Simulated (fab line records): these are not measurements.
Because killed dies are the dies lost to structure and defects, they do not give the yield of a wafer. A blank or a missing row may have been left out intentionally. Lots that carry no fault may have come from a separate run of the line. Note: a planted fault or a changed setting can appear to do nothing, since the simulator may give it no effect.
fab line records	flow sky130
record lots=4	wafers=12	last_day=49
route steps=708 shown VIA3@593 METAL4@598 CAP2M@603 PAD_OPEN@708
lots that met no fault: taken from a fault-free run of the same line
start_h: hours from the record's first day to the start of the lot's first wafer shown	wait_h: time in hours since the lot's previous step	" same as the row above	L1.1+2: a single row standing in for several wafers	- no value, or no start was given	* or withheld: withheld	< > ~ a bound
route shown NAME@n: names a module that has steps shown in the file, with the first one's number in the route	usual: mean/standard deviation taken from wafers without a fault	same: alike in all rows	chamber/n: place in a boat	sites: per-site readings	_std_site: the values' standard deviation	_edge_site: outer sites' mean less inner sites'	radius_mm: how far each site lies from the wafer's centre	mask NAME#n: copy n	behind: the most recent tool/chamber to have shaped the wafer	hold: why the lot was held/for how many hours/how that ended	device: transistor that didn't switch, given as n, p or np	end of line: the route-end tests of the same wafers	a step given without rows: its recipe and nothing more	killed: dies that structure and defects cost at the first sort, which is not the same as the wafer's yield	map: the dies of a wafer, with x for killed, . for not killed, _ for no die there
set.NAME: setting as actually run; set.NAME@STEP: the setting as run at that earlier step	model.NAME: the simulator's own value behind a step, which no gauge read
certain route steps with their lots: each step a table, each wafer a row
services: from which hour (start_h, from the record's first day; less than 0 if before it) a tool's chamber was out of use, for how many hours, and why
## steps
# step SKY_VIA3_SPUTTER_20
# recipe material=TiN	target_thk_nm=20	chamber_pressure_pa=5	power_w=4000	time_s=80
# step SKY_VIA3_CVD_21
# recipe material=W	target_thk_nm=390	time_s=117.31	temp_c=400	pressure_torr=40
# step SKY_VIA3_CMP_24
# recipe stop_on=SiO2	t_overpolish_s=20	down_force_psi=3.5	platen_rpm=60	target_thk_nm=0	pad_velocity_m_s=0.94248
# step SKY_METAL4_SPUTTER_00
# recipe material=Ti	target_thk_nm=15	power_w=3000	time_s=10	chamber_pressure_pa=0.4
# step SKY_METAL4_SPUTTER_01
# recipe material=TiN	target_thk_nm=20	power_w=6500	time_s=16.7	chamber_pressure_pa=0.4
# step SKY_METAL4_SPUTTER_02
# recipe material=AlCu	target_thk_nm=735	power_w=10600	time_s=39.1	chamber_pressure_pa=0.4
# step SKY_METAL4_SPUTTER_03
# recipe material=Ti	target_thk_nm=5	power_w=3000	time_s=3.3	chamber_pressure_pa=0.4
# step SKY_METAL4_SPUTTER_04
# recipe material=TiN	target_thk_nm=70	power_w=6500	time_s=58.3	chamber_pressure_pa=0.4
# step SKY_CAP2M_CVD_00
# recipe material=SiO2	target_thk_nm=15.5	temp_c=400	time_s=withheld	rf_w=450
# step SKY_CAP2M_SPUTTER_02
# recipe material=TiN	target_thk_nm=200	temp_c=300	power_w=6500	time_s=166.7	chamber_pressure_pa=0.4
# usual chamber_pressure_pa=0.3999/0.00083	substrate_temp_c=299.99/0.2	throttle_valve_pct=30.2/1.1
lot.wafer	tool	chamber	start_h	wait_h	chamber_pressure_pa	substrate_temp_c	throttle_valve_pct	model.TiN_of_CAP2M_SPUTTER_02.thk_nm
L734.1	pvd_sputter-04	-	967.38	0.1	0.4000	300.13	29.9	201.7
L734.4	"	-	"	"	0.4005	299.76	31.5	203.8
L734.6	"	-	"	"	0.4002	299.91	31.2	203.5
L744.2	pvd_sputter-04	-	1042.01	0.0	0.6125	299.88	25.3	183.6
L744.4	"	-	"	"	0.6111	299.93	23.9	183.7
L744.6	"	-	"	"	0.6106	299.93	24.0	183.9
L747.1	pvd_sputter-04	-	1055.14	0.1	0.6103	300.01	23.6	184.1
L747.4	"	-	"	"	0.6112	300.32	24.6	184.5
L747.5	"	-	"	"	0.6113	299.91	24.1	184.1
L748.2	pvd_sputter-02	-	1061.94	0.0	0.4001	299.93	30.4	199
L748.3	"	-	"	"	0.3996	300.26	29.0	199.1
L748.6	"	-	"	"	0.4005	300.25	29.1	200.4
# step SKY_CAP2M_RS_MEAS_03
# recipe thk_meas_gauge=four-point-probe	reads=TiN_of_CAP2M_SPUTTER_02
# usual CAP2M_TIN_RS=6.91/0.074
lot.wafer	tool	chamber	start_h	wait_h	CAP2M_TIN_RS[ohm/sq]
L734.1	film_metro-01	-	967.49	0.1	6.82
L734.4	"	-	"	"	6.77
L734.6	"	-	"	"	6.77
L744.2	film_metro-03	-	1042.13	0.1	7.54
L744.4	"	-	"	"	7.53
L744.6	"	-	"	"	7.53
L747.1	film_metro-04	-	1055.25	0.1	7.51
L747.4	"	-	"	"	7.50
L747.5	"	-	"	"	7.51
L748.2	film_metro-01	-	1062.07	0.1	6.95
L748.3	"	-	"	"	6.93
L748.6	"	-	"	"	6.89
# step SKY_CAP2M_THK_MEAS_04
# recipe thk_meas_gauge=xrf	reads=TiN_of_CAP2M_SPUTTER_02
# usual CAP2M_TIN_THK=197.8/2.1
lot.wafer	tool	chamber	start_h	wait_h	CAP2M_TIN_THK[nm]
L734.1	film_metro-01	-	967.61	0.1	199.3
L734.4	"	-	"	"	201.9
L734.6	"	-	"	"	201.0
L744.2	film_metro-03	-	1042.24	0.1	181.7
L744.4	"	-	"	"	182.2
L744.6	"	-	"	"	182.5
L747.1	film_metro-04	-	1055.37	0.1	181.3
L747.4	"	-	"	"	182.6
L747.5	"	-	"	"	183.2
L748.2	film_metro-01	-	1062.18	0.1	196.0
L748.3	"	-	"	"	197.3
L748.6	"	-	"	"	197.7
# step SKY_CAP2M_DEHYDRATE_05
# recipe temp_c=200	time_s=60
# step SKY_CAP2M_HMDS_06
# recipe prime_time_s=60	prime_temp_c=120
# step SKY_CAP2M_COAT_07
# recipe resist=NOVOLAK	spin_rpm=3000	resist_thk_nm=1140
# step SKY_CAP2M_SOFTBAKE_08
# recipe temp_c=89.25	time_s=60	resist=NOVOLAK
# step SKY_CAP2M_EXPOSE_09
# recipe mask_id=CAP2M	na=0.6	source_shape=conventional	sigma_outer=0.6	polarization=unpolarized	target_cd_nm=1000	dose_mj=159
# step SKY_CAP2M_PEB_10
# recipe temp_c=withheld	time_s=*	resist=NOVOLAK
# step SKY_CAP2M_DEVELOP_11
# recipe resist=NOVOLAK	developer=TMAH	develop_time_s=60	dev_temp_c=23
# step SKY_CAP2M_METAL_ETCH_13
# recipe target_depth_nm=220	stop_on=SiO2	chemistry=Cl2/BCl3	target=TiN	pressure_mtorr=10	icp_w=900	bias_w=48.5	Cl2_flow_sccm=60	bcl3_flow_sccm=30	time_s=62.9
# usual bias_w=48.49/0.14	drypump_motor_current_A=5.6/0.38	oes_product_au=0.941/0.0077	rf_fwd_power_W=893/3.1	throttle_valve_pct=21.902/0.01
lot.wafer	tool	chamber	start_h	wait_h	bias_w	drypump_motor_current_A	oes_product_au	rf_fwd_power_W	rf_hours_counter_h	throttle_valve_pct
L734.1	rie_metal-02	1	990.68	0.0	48.58	5.7	0.943	892	4	21.905
L734.4	"	0	"	"	48.66	5.5	0.951	898	-	21.871
L734.6	"	1	"	"	48.42	5.8	0.948	895	-	21.907
L744.2	rie_metal-02	1	1063.69	0.0	48.53	5.7	0.894	897	8	21.937
L744.4	"	0	"	"	48.62	5.5	0.892	896	-	21.932
L744.6	"	1	"	"	48.29	5.8	0.893	896	-	21.913
L747.1	rie_metal-02	0	1075.78	0.0	48.61	5.5	0.897	892	13	21.921
L747.4	"	0	"	"	48.54	5.5	0.898	893	-	21.935
L747.5	"	0	"	"	48.64	5.5	0.888	893	-	21.928
L748.2	rie_metal-01	0	1082.29	0.0	48.41	4.9	0.932	895	8	21.914
L748.3	"	0	"	"	48.54	4.9	0.934	899	-	21.898
L748.6	"	1	"	"	48.48	6.0	0.947	894	-	21.898
# step SKY_CAP2M_STRIP_14
# recipe chemistry=O2/N2	power_w=1400	pressure_mtorr=1500	platen_temp_c=withheld	o2_flow_sccm=3000	n2_flow_sccm=300	overash_fraction=0.5
# step SKY_CAP2M_STRIP_15
# recipe chemistry=post_etch_residue_remover	time_s=1200	temp_c=72.5
# step SKY_CAP2M_CLEAN_16
# recipe chemistry=IPA	time_s=180	temp_c=25
# step SKY_CAP2M_CLEAN_17
# recipe chemistry=O3/DIW	dry=n2_spin
# step SKY_METAL4_DEHYDRATE_05
# recipe temp_c=200	time_s=60
# step SKY_METAL4_HMDS_06
# recipe prime_time_s=60	prime_temp_c=120
# step SKY_METAL4_COAT_07
# recipe resist=BARC	temp_c=withheld	time_s=withheld	spin_rpm=3000	resist_thk_nm=60
# step SKY_METAL4_COAT_08
# recipe resist=KrF-thick	spin_rpm=3000	resist_thk_nm=1140
# step SKY_METAL4_SOFTBAKE_09
# recipe temp_c=100	time_s=90	resist=KrF-thick
# step SKY_METAL4_EXPOSE_10
# recipe mask_id=MM4	na=0.68	source_shape=annular	sigma_inner=0.4	sigma_outer=0.8	target_cd_nm=300	dose_mj=28
# step SKY_METAL4_PEB_11
# recipe peb_temp_c=withheld	peb_time_s=withheld	resist=KrF-thick
# step SKY_METAL4_DEVELOP_12
# recipe develop_time_s=60	resist=KrF-thick	dev_temp_c=21
# step SKY_METAL4_DESCUM_15
# recipe chemistry=O2	source_power_w=150	bias_power_w=0	pressure_mtorr=10	temp_c=40	time_s=8
# step SKY_METAL4_ETCH_16
# recipe chemistry=N2/H2	target=BARC	ion_energy_ev=200	bias_w=100	pressure_mtorr=30	n2_flow_sccm=100	h2_flow_sccm=200	icp_w=500	stop_on=SiO2	time_s=88.2	target_depth_a=600
# step SKY_METAL4_ETCH_17
# recipe target=SiO2	stop_on=TiN	chemistry=C4F8/O2/Ar	source_w=1500	bias_w=1200	pressure_mtorr=40	c4f8_flow_sccm=withheld	O2_flow_sccm=6	Ar_flow_sccm=300	time_s=3.9	target_depth_a=150
# step SKY_METAL4_METAL_ETCH_18
# recipe target_depth_a=8450	stop_on=SiO2	over_etch_frac=0.3	time_s=183.1	chemistry=Cl2/BCl3	resist_sidewall_deg=88	pressure_mtorr=10	icp_w=900	bias_w=48.5	Cl2_flow_sccm=60	bcl3_flow_sccm=30
# step SKY_METAL4_STRIP_20
# recipe chemistry=post_etch_residue_remover	time_s=1200	temp_c=72.5
# usual bath_guard_temp_C=72.4/0.55	bath_heat_duty_pct=14.8/1.9
lot.wafer	tool	chamber	start_h	wait_h	bath_guard_temp_C	bath_heat_duty_pct	model.TiN_of_CAP2M_SPUTTER_02.thk_nm
L734.1	wet_bench-01	0	1014.73	0.1	72.8	14.9	200.9
L734.4	"	0	"	"	72.4	14.8	202.9
L734.6	"	0	"	"	72.5	14.7	202.7
L744.2	wet_bench-01	2	1086.28	0.1	72.1	16.9	182.8
L744.4	"	2	"	"	72.3	15.3	182.9
L744.6	"	2	"	"	71.9	17.2	183.1
L747.1	wet_bench-04	2	1097.18	0.1	72.6	14.9	183.2
L747.4	"	2	"	"	72.5	15.1	183.7
L747.5	"	2	"	"	72.7	15.0	183.3
L748.2	wet_bench-03	0	1104.40	0.1	73.3	19.1	198.2
L748.3	"	0	"	"	73.1	17.5	198.3
L748.6	"	0	"	"	73.4	20.3	199.6
# step SKY_PAD_OPEN_PROBE_99
# usual defect_limited_yield=82.4/1.9	killed_at_M0_to_M3=44/7.2	killed_at_M4_up=3.1/1.8	killed_at_contacts=25/5.2	killed_at_front_end=15/3.9	killed_at_other=0.2/0.5	killed_dies=86/9.5	killed_open=47/7.3	killed_short=40/6	sort_bin_3_pad_short=0.8/0.44	sort_bin_5_function=10.4/1.5	sort_bin_6_memory=6.3/1.1	sort_n_pass=406/9.5	sort_yield_pct=82.4/1.9
# same gross_dies=492	killed_at_back_side=0	sort_bin_4_leakage[%]=0	sort_bin_8_speed[%]=0
lot.wafer	tool	chamber	start_h	wait_h	defect_limited_yield[%]	killed_at_M0_to_M3	killed_at_M4_up	killed_at_contacts	killed_at_front_end	killed_at_other	killed_dies	killed_open	killed_short	sort_bin_3_pad_short[%]	sort_bin_5_function[%]	sort_bin_6_memory[%]	sort_n_pass	sort_yield_pct[%]	model.etest.cap_mim2.plate_ohm_sq
L734.1	prober-01	-	1105.36	0.1	83.7	44	2	27	7	0	80	36	44	0	8.5	7.7	412	83.7	5.959
L734.4	prober-01	-	1105.51	0.2	81.7	47	3	24	16	0	90	33	57	1.4	10.4	6.5	402	81.7	5.838
L734.6	prober-01	-	1105.61	0.2	80.7	52	4	23	16	0	95	51	44	1.0	11.8	6.5	397	80.7	5.937
L744.2	prober-02	-	1168.33	0.1	83.3	47	1	25	9	0	82	47	35	0.2	10.2	6.3	410	83.3	6.464
L744.4	prober-02	-	1168.43	0.2	80.3	42	4	27	24	0	97	56	41	1.2	11.4	7.1	395	80.3	6.551
L744.6	prober-02	-	1168.53	0.2	82.3	39	3	29	16	0	87	43	44	1.4	8.9	7.3	405	82.3	6.506
L747.1	prober-01	-	1178.12	0.1	82.3	44	0	31	12	0	87	53	34	0.4	10.8	6.5	405	82.3	6.543
L747.4	prober-01	-	1178.27	0.2	83.5	46	1	17	17	0	81	46	35	0.8	9.6	6.1	411	83.5	6.502
L747.5	prober-01	-	1178.32	0.2	81.9	41	3	30	14	1	89	51	38	0.4	11.6	6.1	403	81.9	6.526
L748.2	prober-02	-	1182.46	0.1	84.3	33	3	32	9	0	77	34	43	0.4	11.2	4.1	415	84.3	6.001
L748.3	prober-02	-	1182.51	0.2	84.8	35	5	25	10	0	75	41	34	0.8	8.9	5.5	417	84.8	6.009
L748.6	prober-02	-	1182.66	0.2	83.5	45	2	23	11	0	81	52	29	1.0	8.5	6.9	411	83.5	6.022
# killed by level:class
L734.1 CONTACT:geometric_particle:open=9 LI_CONTACT:geometric_particle:open=7 VIA1:geometric_particle:short=6 VIA1:geometric_particle:open=6 VIA2:geometric_particle:short=6 VIA2:geometric_particle:open=6 CONTACT:geometric_particle:short=5 METAL2:geometric_particle:short=5
L734.4 METAL1:geometric_particle:short=12 CONTACT:geometric_particle:open=9 VIA1:geometric_particle:short=9 LI_CONTACT:geometric_particle:short=6 FIELD_ISO:geometric_particle:short=5 VIA1:geometric_particle:open=5 VIA2:geometric_particle:open=5 METAL2:geometric_particle:short=5
L734.6 VIA1:geometric_particle:open=14 VIA3:geometric_particle:open=10 CONTACT:geometric_particle:open=8 LI_CONTACT:geometric_particle:short=7 METAL1:geometric_particle:short=6 METAL2:geometric_particle:short=6 LI_CONTACT:geometric_particle:open=5 FIELD_ISO:geometric_particle:short=3
L744.2 VIA3:geometric_particle:open=10 CONTACT:geometric_particle:open=9 VIA1:geometric_particle:open=6 METAL1:geometric_particle:short=6 LOCAL_INTERCONNECT:geometric_particle:short=5 METAL2:geometric_particle:short=5 VIA2:geometric_particle:open=5 LI_CONTACT:geometric_particle:open=4
L744.4 CONTACT:geometric_particle:open=13 VIA1:geometric_particle:open=9 POLY_GATE:geometric_particle:open=9 VIA3:geometric_particle:open=7 FIELD_ISO:geometric_particle:short=6 VIA2:geometric_particle:open=6 METAL2:geometric_particle:short=5 POLY_GATE:geometric_particle:short=4
L744.6 CONTACT:geometric_particle:open=10 VIA1:geometric_particle:open=8 METAL2:geometric_particle:short=8 FIELD_ISO:geometric_particle:open=6 LI_CONTACT:geometric_particle:open=6 VIA1:geometric_particle:short=6 FIELD_ISO:geometric_particle:short=5 LOCAL_INTERCONNECT:geometric_particle:short=5
L747.1 VIA2:geometric_particle:open=10 CONTACT:geometric_particle:open=10 VIA1:geometric_particle:open=10 LOCAL_INTERCONNECT:geometric_particle:short=8 METAL1:geometric_particle:short=8 FIELD_ISO:geometric_particle:open=6 LI_CONTACT:geometric_particle:open=6 CONTACT:geometric_particle:short=4
L747.4 LI_CONTACT:geometric_particle:open=8 VIA2:geometric_particle:open=6 VIA1:geometric_particle:open=6 VIA1:geometric_particle:short=6 VIA3:geometric_particle:open=6 POLY_GATE:geometric_particle:short=5 METAL2:geometric_particle:short=4 CONTACT:geometric_particle:open=4
L747.5 VIA1:geometric_particle:open=13 CONTACT:geometric_particle:open=12 METAL1:geometric_particle:short=10 LI_CONTACT:geometric_particle:open=6 LOCAL_INTERCONNECT:geometric_particle:short=6 POLY_GATE:geometric_particle:short=4 METAL2:geometric_particle:short=4 VIA2:geometric_particle:open=4
L748.2 CONTACT:geometric_particle:short=9 VIA1:geometric_particle:open=9 CONTACT:geometric_particle:open=8 LOCAL_INTERCONNECT:geometric_particle:short=6 VIA2:geometric_particle:open=5 METAL1:geometric_particle:short=5 FIELD_ISO:geometric_particle:short=4 LI_CONTACT:geometric_particle:short=4
L748.3 CONTACT:geometric_particle:open=9 VIA1:geometric_particle:open=8 VIA2:geometric_particle:open=7 LOCAL_INTERCONNECT:geometric_particle:short=5 METAL4:geometric_particle:short=5 LI_CONTACT:geometric_particle:short=4 VIA1:geometric_particle:short=4 VIA2:geometric_particle:short=4
L748.6 VIA3:geometric_particle:open=10 CONTACT:geometric_particle:open=9 VIA1:geometric_particle:open=9 VIA2:geometric_particle:open=7 FIELD_ISO:geometric_particle:open=6 LI_CONTACT:geometric_particle:open=5 VIA2:geometric_particle:short=5 METAL2:geometric_particle:short=5
## services
tool	chamber	start_h	hours	kind
rie_metal-02	-	953.26	0.6	repair
pvd_sputter-04	-	959.22	0.5	repair
wet_bench-04	-	970.54	1.6	repair
pvd_sputter-02	-	995.28	26.8	repair
pvd_sputter-04	3	1004.21	-	consumable_replace:kit
pvd_sputter-04	3	1004.21	18.0	scheduled_down
pvd_sputter-04	3	1004.21	18.0	vent_cycle
wet_bench-04	-	1027.01	1.9	pm
rie_metal-02	1	1037.06	3.8	repair
wet_bench-04	-	1078.01	2.1	repair
pvd_sputter-02	-	1080.98	1.0	repair
pvd_sputter-04	2	1085.29	-	consumable_replace:kit
pvd_sputter-04	2	1085.29	18.0	scheduled_down
pvd_sputter-04	2	1085.29	18.0	vent_cycle
pvd_sputter-02	0	1095.27	-	consumable_replace:kit
pvd_sputter-02	0	1095.27	18.0	scheduled_down
pvd_sputter-02	0	1095.27	18.0	vent_cycle
rie_metal-02	1	1099.14	12.3	repair
## key
first_sign step=SKY_CAP2M_SPUTTER_02	reading=chamber_pressure_pa	direction=up	sigmas=99+	usual=0.3999	struck=0.6112
effect step=SKY_CAP2M_SPUTTER_02	reading=throttle_valve_pct	direction=down	sigmas=5.7	usual=30.2	struck=24.2
effect step=SKY_CAP2M_RS_MEAS_03	reading=CAP2M_TIN_RS	direction=up	sigmas=8.3	usual=6.91	struck=7.52
effect step=SKY_CAP2M_THK_MEAS_04	reading=CAP2M_TIN_THK	direction=down	sigmas=7.6	usual=197.8	struck=182.2
effect step=SKY_CAP2M_METAL_ETCH_13	reading=oes_product_au	direction=down	sigmas=6.1	usual=0.941	struck=0.894
model_effect step=SKY_CAP2M_SPUTTER_02	value=TiN_of_CAP2M_SPUTTER_02.thk_nm	without=198.8	struck=184
model_effect step=SKY_METAL4_STRIP_20	value=TiN_of_CAP2M_SPUTTER_02.thk_nm	without=198	struck=183.2
model_effect step=SKY_PAD_OPEN_PROBE_99	value=etest.cap_mim2.plate_ohm_sq	without=6.03	struck=6.515
met_at SKY_CAP2M_SPUTTER_02
struck_wafers L744.2,L744.4,L744.6,L747.1,L747.4,L747.5
onset_between 967.38 1042.01
fault kind=process_parameter_drift	tool=pvd_sputter-04	chamber=-	onset_h=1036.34	steps=SKY_CAP2M_SPUTTER_02	channel=chamber_pressure_pa	offset=0.21174	shape=step	end_h=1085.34	acts_in=these_recipes_only	stated=0.4
